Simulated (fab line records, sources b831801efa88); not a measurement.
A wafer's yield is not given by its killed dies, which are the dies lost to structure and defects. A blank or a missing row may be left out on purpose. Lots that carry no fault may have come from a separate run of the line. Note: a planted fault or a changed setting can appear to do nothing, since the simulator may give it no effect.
fab line records	flow sky130
record: lots: 5	wafers: 13	lastDay: 50
route steps=708 shown LOCAL_INTERCONNECT@396 CONTACT@406 METAL1@434 PAD_OPEN@708
lots untouched by any fault: they come from a run of this same line in which no faults occurred
startH: hours from the record's opening day to when the first of the lot's shown wafers began	waitH: how many hours have passed since the lot's step before this one	" the same as in the row above	L1.1+2: a single row standing in for several wafers	- no value, or no start given	* or withheld: withheld	< > ~ a bound
route shown NAME@n: a module of which the file shows steps, and the number in the route of the first	usual: mean and standard deviation over wafers with no fault	same: alike in all rows	chamber/n: place in a boat	sites: the reading at each site	_std_site: the values' standard deviation	_edge_site: mean of outer sites minus mean of inner sites	radiusMm: how far each site lies from the wafer's centre	mask NAME#n: copy n	behind: the last tool/chamber to shape the wafer	hold: cause of the lot's hold/its duration in hours/its outcome	device: names the non-switching transistor (n, p or np)	end of line: the tests these same wafers got at the end of their route	for a step that has no rows: nothing shown but its recipe	killed: the dies lost at the first sort to structure and to defects; this is not the yield of the wafer	map: shows each die of a wafer: x if killed, . if not, _ if none is there
set.NAME: the run value of the setting; set.NAME@STEP: its run value at that earlier step	model.NAME: the simulator's own value behind a step, which no gauge read
lots seen at some steps along the route; tables by step, rows by wafer
services: from which hour (startH, from the record's first day; less than 0 if before it) a tool's chamber was out of use, for how many hours, and why
== steps ==
step: SKY_LOCAL_INTERCONNECT_PEB_09
recipe: pebTempC: withheld	pebTimeS: withheld	resist: KrF-thick
step: SKY_LOCAL_INTERCONNECT_DEVELOP_10
recipe: developTimeS: 60	resist: KrF-thick	devTempC: 21
step: SKY_LOCAL_INTERCONNECT_ETCH_13
recipe: chemistry: N2/H2	target: BARC	ionEnergyEv: 200	biasW: 100	pressureMtorr: 30	n2FlowSccm: 100	h2FlowSccm: 200	icpW: 500	stopOn: SiO2	timeS: 45.9	targetDepthA: 600
step: SKY_LOCAL_INTERCONNECT_METAL_ETCH_14
recipe: targetDepthNm: 110	stopOn: PSG	chemistry: Cl2/BCl3	target: TiN	resistSidewallDeg: 88	pressureMtorr: 10	icpW: 900	biasW: 48.5	Cl2_flow_sccm: 60	bcl3FlowSccm: 30	timeS: 31.4
step: SKY_LOCAL_INTERCONNECT_STRIP_15
recipe: chemistry: O2/N2	powerW: 1400	pressureMtorr: 1500	platenTempC: withheld	o2FlowSccm: 3000	n2FlowSccm: 300	overashFraction: 0.5
step: SKY_LOCAL_INTERCONNECT_STRIP_16
recipe: chemistry: postEtchResidueRemover	timeS: 1200	tempC: 72.5
step: SKY_LOCAL_INTERCONNECT_CLEAN_17
recipe: chemistry: IPA	timeS: 180	tempC: 25
step: SKY_LOCAL_INTERCONNECT_CLEAN_18
recipe: chemistry: O3/DIW	dry: n2Spin
step: SKY_CONTACT_CVD_00
recipe: material: Si3N4	targetThkNm: 75	tempC: 400	timeS: withheld	rfW: 450
step: SKY_CONTACT_HDPCVD_02
recipe: material: SiO2	targetThkNm: 565	sigmaOpenFrac: 0.3	timeS: 94.2	tempC: 600	sih4FlowSccm: 60	pressureMtorr: 6
lot.wafer	tool	chamber	startH	waitH	model.SiO2_of_CONTACT_HDPCVD_02.thkNm
L596.1	hdpcvd-02	0	778.13	0.1	558.9
L596.3	"	1	"	"	567.3
L596.4	"	1	"	"	568
L603.1	hdpcvd-02	1	837.80	0.1	575.8
L603.2	"	2	"	"	210
L603.3	"	0	"	"	206.1
L604.2	hdpcvd-02	0	842.07	0.0	205.6
L604.6	"	0	"	"	547.7
L605.1	hdpcvd-01	0	847.08	0.1	564.9
L605.5	"	0	"	"	572.6
L605.6	"	1	"	"	567.7
L606.2	hdpcvd-02	0	861.93	0.0	216
L606.4	"	0	"	"	561.9
step: SKY_CONTACT_THK_MEAS_03
recipe: reads: SiO2_of_CONTACT_HDPCVD_02
usual: CONTACT_HDPCVD_THK: 567/7
lot.wafer	tool	chamber	startH	waitH	CONTACT_HDPCVD_THK[nm]
L596.1	filmMetro-01	-	778.20	0.0	559
L596.3	"	-	"	"	567
L596.4	"	-	"	"	568
L603.1	filmMetro-01	-	837.87	0.0	576
L603.2	"	-	"	"	210
L603.3	"	-	"	"	206
L604.2	filmMetro-01	-	842.15	0.0	206
L604.6	"	-	"	"	547
L605.1	filmMetro-04	-	847.15	0.0	565
L605.5	"	-	"	"	573
L605.6	"	-	"	"	568
L606.2	filmMetro-03	-	862.01	0.0	216
L606.4	"	-	"	"	562
step: SKY_CONTACT_CMP_04
recipe: material: SiO2	downForcePsi: 4	platenRpm: 60	padVelocityMS: 0.94248
usual: motorCurrentA: 11.9/0.88	platenRpm: 60.00/0.04	timeToEndpointS: 84/4.2
lot.wafer	tool	chamber	startH	waitH	motorCurrentA	platenRpm	timeToEndpointS
L596.3	cmp-02	1	778.31	0.1	11.9	60.00	85
L596.4	"	2	"	"	11.0	60.04	86
L596.1	"	3	"	"	10.7	59.90	81
L603.3	cmp-02	2	837.93	0.0	10.7	60.03	42
L603.2	"	3	"	"	11.3	59.98	40
L603.1	"	0	"	"	13.1	60.02	85
L604.2	cmp-01	3	842.30	0.1	13.8	60.04	40
L604.6	"	1	"	"	12.4	59.97	75
L605.1	cmp-01	1	847.50	0.3	11.8	60.05	80
L605.5	"	3	"	"	12.9	59.97	82
L605.6	"	0	"	"	12.7	59.99	81
L606.4	cmp-01	1	862.11	0.1	12.4	59.95	81
L606.2	"	2	"	"	10.9	60.00	44
step: SKY_CONTACT_DEHYDRATE_06
recipe: tempC: 200	timeS: 60
step: SKY_CONTACT_HMDS_07
recipe: primeTimeS: 60	primeTempC: 120
step: SKY_CONTACT_COAT_08
recipe: resist: BARC	tempC: withheld	timeS: withheld	spinRpm: 3000	resistThkNm: 60
step: SKY_CONTACT_COAT_09
recipe: resist: KrF-thick	spinRpm: 3000	resistThkNm: 450
step: SKY_CONTACT_SOFTBAKE_10
recipe: tempC: 100	timeS: 90	resist: KrF-thick
step: SKY_CONTACT_EXPOSE_11
recipe: maskId: CTM1	na: 0.8	sourceShape: annular	sigmaInner: 0.55	sigmaOuter: 0.85	targetCdNm: 170	doseMj: 38
step: SKY_CONTACT_PEB_12
recipe: pebTempC: withheld	pebTimeS: withheld	resist: KrF-thick
step: SKY_CONTACT_DEVELOP_13
recipe: developTimeS: 60	resist: KrF-thick	devTempC: 21
step: SKY_CONTACT_ETCH_16
recipe: chemistry: N2/H2	target: BARC	ionEnergyEv: 200	sourceW: 500	biasW: 100	pressureMtorr: 30	n2FlowSccm: 100	h2FlowSccm: 200	stopOn: SiO2	timeS: 45.9	targetDepthA: 600
step: SKY_CONTACT_ETCH_17
recipe: target: SiO2	chemistry: C4F8/O2/Ar	stopOn: Si3N4	maskMaterial: KrF-thick	sourceW: 1500	biasW: 1200	pressureMtorr: 40	c4f8FlowSccm: withheld	O2_flow_sccm: 6	Ar_flow_sccm: 300	timeS: withheld	targetDepthA: 3400
usual: oesProductAu: 0.892/0.0047
lot.wafer	tool	chamber	startH	waitH	oesProductAu	model.CONTACT.featureDepthNm	model.etch.depthNm
L596.1	rieDiel-01	1	806.31	0.0	0.893	337.5	337.5
L596.3	"	2	"	"	0.890	338.9	338.9
L596.4	"	2	"	"	0.890	339.1	339.1
L603.1	rieDiel-03	1	864.87	0.0	0.886	339.9	339.9
L603.2	"	2	"	"	0.706	210	210
L603.3	"	0	"	"	0.695	206.1	206.1
L604.2	rieDiel-01	3	869.66	0.0	0.682	205.6	205.6
L604.6	"	2	"	"	0.892	339.3	339.3
L605.1	rieDiel-03	3	874.06	0.0	0.896	340	340
L605.5	"	3	"	"	0.892	340.6	340.6
L605.6	"	2	"	"	0.894	340	340
L606.2	rieDiel-03	3	889.32	0.0	0.699	216	216
L606.4	"	0	"	"	0.891	339.3	339.3
step: SKY_CONTACT_ETCH_18
recipe: target: Si3N4	chemistry: CHF3/O2	stopOn: TiN	sourceW: 600	biasW: 200	pressureMtorr: 40	chf3FlowSccm: 50	O2_flow_sccm: 5	timeS: 39	targetDepthA: 750
step: SKY_CONTACT_STRIP_19
recipe: chemistry: O2/N2	powerW: 1400	pressureMtorr: 1500	platenTempC: withheld	o2FlowSccm: 3000	n2FlowSccm: 300	overashFraction: 0.5
step: SKY_CONTACT_STRIP_20
recipe: chemistry: postEtchResidueRemover	timeS: 1200	tempC: 72.5
step: SKY_CONTACT_CLEAN_21
recipe: chemistry: IPA	timeS: 180	tempC: 25
step: SKY_CONTACT_CLEAN_22
recipe: chemistry: O3/DIW	dry: n2Spin
step: SKY_CONTACT_SPUTTER_23
recipe: material: TiN	targetThkNm: 20	chamberPressurePa: 5	powerW: 4000	timeS: 80
step: SKY_CONTACT_CVD_24
recipe: material: W	targetThkNm: 340	timeS: 102.12	tempC: 400	pressureTorr: 40
step: SKY_CONTACT_CMP_27
recipe: stopOn: SiO2	tOverpolishS: 15	downForcePsi: 3.5	platenRpm: 60	targetThkNm: 0	padVelocityMS: 0.94248
step: SKY_METAL1_SPUTTER_00
recipe: material: Ti	targetThkNm: 15	powerW: 3000	timeS: 10	chamberPressurePa: 0.4
step: SKY_METAL1_SPUTTER_01
recipe: material: TiN	targetThkNm: 20	powerW: 6500	timeS: 16.7	chamberPressurePa: 0.4
step: SKY_METAL1_SPUTTER_02
recipe: material: AlCu	targetThkNm: 250	powerW: 10600	timeS: 13.3	chamberPressurePa: 0.4
step: SKY_METAL1_SPUTTER_03
recipe: material: Ti	targetThkNm: 5	powerW: 3000	timeS: 3.3	chamberPressurePa: 0.4
step: SKY_METAL1_METAL_ETCH_19
recipe: targetDepthA: 3600	stopOn: SiO2	overEtchFrac: 0.3	timeS: 78	chemistry: Cl2/BCl3	resistSidewallDeg: 88	pressureMtorr: 10	icpW: 900	biasW: 48.5	Cl2_flow_sccm: 60	bcl3FlowSccm: 30
usual: drypumpMotorCurrentA: 5.8/0.33	heBacksideLeakSccm: 3.4/0.31	oesProductAu: 0.852/0.0064	throttleValvePct: 22.263/0.01
lot.wafer	tool	chamber	startH	waitH	drypumpMotorCurrentA	heBacksideLeakSccm	oesProductAu	rfHoursCounterH	throttleValvePct	model.SiO2_of_CONTACT_HDPCVD_02.thkNm
L596.1	rieMetal-02	0	834.14	0.0	6.3	3.4	0.853	7	22.235	323.6
L596.3	"	1	"	"	5.9	3.1	0.859	-	22.274	324.8
L596.4	"	0	"	"	6.3	3.3	0.859	-	22.271	325.2
L603.1	rieMetal-01	1	894.02	0.0	5.7	3.5	0.847	4	22.264	326.1
L603.2	"	0	"	"	5.7	3.4	0.849	0	22.262	195.7
L603.3	"	0	"	"	5.7	3.5	0.844	-	22.258	191.8
L604.2	rieMetal-02	1	898.62	0.0	5.9	3.1	0.852	1	22.267	191.7
L604.6	"	1	"	"	5.9	3.0	0.860	-	22.256	325.4
L605.1	rieMetal-04	1	902.72	0.0	5.2	3.4	0.850	8	22.248	326.3
L605.5	"	0	"	"	6.3	3.4	0.852	-	22.276	326.7
L605.6	"	1	"	"	5.2	3.4	0.856	-	22.267	326.3
L606.2	rieMetal-02	0	916.69	0.0	6.3	3.4	0.844	10	22.264	202.2
L606.4	"	0	"	"	6.3	3.5	0.845	-	22.245	325.5
step: SKY_PAD_OPEN_PROBE_99
lot.wafer	tool	chamber	startH	waitH	model.etest.met1Comb.leakLog10AUm	model.etest.mconChain.rcOhm
L596.1	prober-02	-	1136.42	0.1	-11.96	16.15
L596.3	prober-02	-	1136.52	0.2	-12.04	16.96
L596.4	prober-02	-	1136.57	0.2	-11.99	16.15
L603.1	prober-02	-	1180.77	0.1	-11.89	16.79
L603.2	prober-02	-	1180.82	0.1	-7.066	16.79
L603.3	prober-02	-	1180.87	0.2	-7.083	16.73
L604.2	prober-01	-	1184.23	0.1	-7.065	15.35
L604.6	prober-01	-	1184.43	0.2	-11.81	16.59
L605.1	prober-02	-	1186.57	0.1	-12.06	17.61
L605.5	prober-02	-	1186.77	0.2	-12.24	16.81
L605.6	prober-02	-	1186.82	0.2	-12.03	17.18
L606.2	prober-01	-	1195.22	0.1	-7.079	16.22
L606.4	prober-01	-	1195.32	0.2	-12.11	16.81
killed by level:class
L596.1 CONTACT:geometricParticle:open=13 VIA1:geometricParticle:open=10 VIA2:geometricParticle:open=7 FIELD_ISO:geometricParticle:short=6 LI_CONTACT:geometricParticle:open=5 METAL1:geometricParticle:short=5 VIA1:geometricParticle:short=5 LOCAL_INTERCONNECT:geometricParticle:short=4
L596.3 VIA1:geometricParticle:open=14 LI_CONTACT:geometricParticle:open=9 VIA3:geometricParticle:open=8 CONTACT:geometricParticle:short=6 METAL3:geometricParticle:short=5 CONTACT:geometricParticle:open=4 METAL2:geometricParticle:short=4 VIA2:geometricParticle:open=4
L596.4 VIA2:geometricParticle:open=10 VIA1:geometricParticle:open=10 CONTACT:geometricParticle:open=10 VIA3:geometricParticle:open=10 CONTACT:geometricParticle:short=6 METAL1:geometricParticle:short=6 METAL2:geometricParticle:short=6 VIA2:geometricParticle:short=6
L605.1 CONTACT:geometricParticle:open=14 VIA1:geometricParticle:open=10 LI_CONTACT:geometricParticle:open=9 METAL2:geometricParticle:short=9 FIELD_ISO:geometricParticle:open=6 VIA2:geometricParticle:open=5 LI_CONTACT:geometricParticle:short=4 METAL3:geometricParticle:short=4
L605.5 CONTACT:geometricParticle:open=10 VIA1:geometricParticle:short=10 VIA1:geometricParticle:open=10 VIA2:geometricParticle:open=9 LI_CONTACT:geometricParticle:open=8 FIELD_ISO:geometricParticle:short=6 FIELD_ISO:geometricParticle:open=5 CONTACT:geometricParticle:short=5
L605.6 VIA3:geometricParticle:open=12 CONTACT:geometricParticle:open=10 VIA1:geometricParticle:open=8 VIA2:geometricParticle:open=7 VIA3:geometricParticle:short=5 METAL2:geometricParticle:short=4 LI_CONTACT:geometricParticle:open=4 VIA1:geometricParticle:short=4
== services ==
tool	chamber	startH	hours	kind
rieDiel-03	3	761.12	-	clean
rieDiel-03	3	761.12	23.1	scheduledDown
cmp-02	-	773.32	1.6	repair
rieDiel-01	1	779.37	3.6	repair
rieMetal-01	1	803.30	20.7	repair
rieMetal-04	-	821.41	0.3	repair
rieMetal-04	-	833.85	0.6	repair
rieDiel-01	2	834.36	16.5	repair
hdpcvd-01	-	836.47	4.0	repair
rieDiel-03	-	839.53	4.9	repair
cmp-02	-	844.01	6.1	repair
rieMetal-01	-	845.10	1.6	repair
cmp-01	-	853.43	0.9	repair
rieDiel-03	3	858.05	14.4	repair
cmp-02	-	862.74	19.6	pm
rieDiel-01	0	864.29	14.0	repair
hdpcvd-02	1	872.82	2.2	repair
cmp-01	-	882.59	5.5	pm
hdpcvd-01	-	887.43	0.6	repair
cmp-02	-	892.65	5.4	pm
hdpcvd-02	2	892.97	11.5	repair
cmp-02	-	912.07	4.0	pm
cmp-02	-	912.90	1.0	repair
cmp-01	-	916.07	5.4	pm
== key ==
firstSign: step: SKY_CONTACT_THK_MEAS_03	reading: CONTACT_HDPCVD_THK	direction: down	sigmas: 51	usual: 567	struck: 209
effect: step: SKY_CONTACT_CMP_04	reading: timeToEndpointS	direction: down	sigmas: 10	usual: *	struck: *
effect: step: SKY_CONTACT_ETCH_17	reading: oesProductAu	direction: down	sigmas: 42	usual: 0.892	struck: 0.695
modelEffect: step: SKY_CONTACT_HDPCVD_02	value: SiO2_of_CONTACT_HDPCVD_02.thkNm	without: 558.9	struck: 209.4
modelEffect: step: SKY_CONTACT_ETCH_17	value: CONTACT.featureDepthNm	without: 340	struck: 209.4
modelEffect: step: SKY_METAL1_METAL_ETCH_19	value: SiO2_of_CONTACT_HDPCVD_02.thkNm	without: 325.9	struck: 195.3
modelEffect: step: SKY_PAD_OPEN_PROBE_99	value: etest.met1Comb.leakLog10AUm	without: -11.92	struck: -7.073
metAt SKY_CONTACT_HDPCVD_02
struckWafers L603.2,L603.3,L604.2,L606.2
sortLeftOut L603.2,L603.3,L604.2,L606.2
testerLeftOut L603,L604,L606
onsetBetween 778.13 837.80
fault: kind: processParameterDrift	tool: hdpcvd-02	chamber: -	onsetH: 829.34	steps: SKY_CONTACT_HDPCVD_02	channel: targetThkNm	offset: -349.49	shape: step	endH: 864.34	scope: struckWafersOnly	actsIn: theseRecipesOnly	stated: 565
testerLeftOut: of these lots the tester's yield and bins aren't shown, on N5 and GAA mostly nor the transistor test; their killed dies are dies lost to structure and defects alone, not to doping, threshold or leakage, so they don't give the yield
sortLeftOut: the simulated sort isn't trusted on such a fault, so these wafers' sort isn't shown, and their yield isn't known
